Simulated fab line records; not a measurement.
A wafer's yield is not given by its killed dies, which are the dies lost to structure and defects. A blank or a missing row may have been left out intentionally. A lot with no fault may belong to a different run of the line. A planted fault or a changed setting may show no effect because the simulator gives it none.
Chamber matching	flow sky130	SKY_CONTACT_CMP_27 on cmp-02 has 4 sister chambers
The step polishes, stops on SiO2, t overpolish 15 s, target thk 0 nm. 22 wafers are shown with their chamber, then 11 later ones without.

WAFERS PAIRED WITH THEIR CHAMBERS
wafer	chamber	motor current A (A)	overpolish run s (s)	time to endpoint s (s)
L075.2	1	11.2	14.992	79.7
L075.4	3	11.2	15.011	83.4
L075.6	1	11.3	14.984	80.9
L082.1	2	13.4	15.001	77.8
L082.2	0	11.6	15.017	80.6
L082.4	1	10.8	14.983	81.4
L083.2	0	12.9	15.005	83.8
L083.4	2	12.9	14.994	83.1
L083.5	1	11.4	14.979	83.6
L084.3	2	12.9	14.997	86.8
L084.4	0	12.3	15.000	86.1
L084.5	0	12.9	15.004	88.0
L085.2	2	13.3	15.009	81.8
L085.3	3	10.8	14.995	86.9
L085.4	0	12.0	15.016	80.4
L086.1	1	10.8	14.994	87.2
L086.2	2	13.0	15.016	83.1
L086.3	3	11.3	14.998	88.5
L087.2	3	11.1	15.011	87.7
L087.4	1	11.0	15.004	85.1
L087.6	1	12.0	14.997	83.0
L089.1	0	12.3	14.992	78.1

SIGNATURES (averages over the wafers above)
reading	chamber 0	chamber 1	chamber 2	chamber 3	scatter within a chamber
motor current A	12.333	11.214	13.100	11.100	0.387
overpolish run s	15.00567	14.99043	15.00340	15.00375	0.00903
time to endpoint s	82.833	82.986	82.520	86.625	3.06
Rule: a wafer lies at a distance from a chamber equal to the root of the sum of squares, over the readings, of (its reading less the chamber's mean, divided by the reading's scatter). If the next closest chamber is less than 2 further off than the closest, the wafer can't be placed; otherwise it belongs to the closest. The scatter: the root of (the sum of the squares of (reading less its chamber's mean) over the shown wafers, divided by (wafers less chambers)).

WAFERS WITHOUT THEIR CHAMBER
wafer	motor current A (A)	overpolish run s (s)	time to endpoint s (s)
L089.4	11.3	15.008	82.1
L089.5	11.9	14.997	85.5
L091.1	12.8	15.002	84.8
L091.2	11.5	14.991	85.5
L091.6	12.0	15.003	85.3
L092.1	11.0	15.010	85.9
L092.3	11.6	15.007	83.3
L092.6	12.0	15.006	84.2
L097.2	12.8	14.992	81.2
L097.5	13.4	14.998	84.0
L097.6	10.7	15.004	86.1

WHICH CHAMBER EACH WENT THROUGH
wafer	from the rows above	in truth
L089.4	can't be placed: 3 or 1 or 0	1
L089.5	can't be placed: 0 or 1 or 3 or 2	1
L091.1	can't be placed: 2 or 0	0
L091.2	can't be placed: 1 or 3 or 0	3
L091.6	can't be placed: 0 or 3 or 1 or 2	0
L092.1	can't be placed: 3 or 1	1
L092.3	can't be placed: 3 or 0 or 1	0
L092.6	can't be placed: 0 or 3 or 1 or 2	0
L097.2	can't be placed: 2 or 0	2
L097.5	can't be placed: 2 or 0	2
L097.6	can't be placed: 3 or 1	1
0 of 11 placed correctly. Cannot be placed on the basis of these rows: 11; the candidates contain the true chamber in 11. Placed wrongly: 0.
